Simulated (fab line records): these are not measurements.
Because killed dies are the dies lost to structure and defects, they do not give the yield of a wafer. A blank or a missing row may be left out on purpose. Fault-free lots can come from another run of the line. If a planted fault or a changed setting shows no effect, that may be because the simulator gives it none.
8D (eight disciplines) problem report, filled in by code :: flow sfqLine :: the parts of the form that need people (team, actions taken, sign-off) are left out

1. WHAT WENT WRONG
Wafers free of any fault read 0.887 ohm/sq (standard deviation 0.0081) for M1_NB_RS at SFQ_M1_RS_MEAS_909, against a mean of 1.373 ohm/sq on 4 wafers of 2 lots. Relative to the usual mean, that is a shift of +60 standard deviations.
The step: measures by four-point-probe.
Earliest sighting: wafer L474.1 on filmMetro-01 at day 20 17:31. The record holds 42 wafers of 14 lots with a number at this step. The rule behind "out" and "out of limits": a value lying over 4 standard deviations away from the usual mean. Any other wafer with a number is counted as sound.

2. WHAT IT IS AND WHAT IT IS NOT
question: which readings at this step
is: M1_NB_RS
is not: -

question: which lots
is: L474, L475
is not: L461, L463, L465, L469, L470, L471, L472, L473, L481, L482, L483, L484

question: which wafers of those lots
is: L474.1, L474.4, L475.1, L475.4
is not: L474.2, L475.3

question: read on which gauges
is: filmMetro-01
is not: filmMetro-03, filmMetro-04

question: when
is: from day 20 17:31
is not: up to then (25 sound wafers); but 13 sound wafers of L475, L481, L482, L483, L484 came after

3. WHAT RULES OUT EACH SUSPECT
Counting: any tool at a process step up to the reading remains a suspect provided it ran every lot that is out. Sound lots after the first of them don't rule it out here, since some wafers of a struck lot are sound.
- the gauge at SFQ_M1_RS_MEAS_909 is ruled out. All the wafers that are out were read on filmMetro-01, but those of them that SFQ_TRILAYER_M1_ETCH_METAL_ETCH_042 has rows for are out there too, on other tools.
- pvdSputter-03 at SFQ_TRILAYER_M1_DEP_SPUTTER_037 (material Nb, target thk 200 nm, time 133.3 s): kept. It ran every lot that is out, first L474 (day 20 17:25); its last sound lot up to then is L472 (day 20 02:29).
Left after counting: pvdSputter-03 at SFQ_TRILAYER_M1_DEP_SPUTTER_037.

4. THE CAUSE (what the simulator had put in)
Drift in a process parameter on pvdSputter-03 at SFQ_TRILAYER_M1_DEP_SPUTTER_037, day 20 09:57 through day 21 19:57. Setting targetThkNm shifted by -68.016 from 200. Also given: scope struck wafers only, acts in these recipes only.
Only this tool survived the counting.

5. THE CHAIN OF EFFECTS, in route order
One row per reading whose mean, taken over the struck wafers that have a number, lies over 3 standard deviations from the usual. Only readings for which the record gives a usual standard deviation are gone through. hours: the time from each lot's start at the first step in this table that gives one to its start at this step, as a median over the lots. sigmas: the change in usual standard deviations.
hours: 0
step: SFQ_M1_RS_MEAS_909
reading: M1_NB_RS
usual: 0.887 ohm/sq
on struck wafers: 1.373
change: +0.486
sigmas: +60

hours: 140
step: SFQ_TRILAYER_M1_ETCH_METAL_ETCH_042
reading: oesProductAu
usual: 0.896 a.u.
on struck wafers: 0.716
change: -0.180
sigmas: -26
Process steps it contains:
- SFQ_TRILAYER_M1_ETCH_METAL_ETCH_042: etches Nb in Cl2/Ar, stops on SiO2, target depth 240 nm, time 120 s.

6. WHAT WOULD HAVE CAUGHT IT SOONER
8 hours passed between the start of the fault at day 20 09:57 and the first reading out of limits at a measuring or inspecting step in this record, taken at day 20 17:31.
No tool reading at SFQ_TRILAYER_M1_DEP_SPUTTER_037 that has a usual standard deviation in the record was out on any struck wafer, so an alarm limit of 4 standard deviations on those readings would not have fired.
Among the 2 lots that are out, L475 began SFQ_TRILAYER_M1_DEP_SPUTTER_037 on pvdSputter-03 after day 20 17:31. Had the tool been put on hold then, it would have been spared.
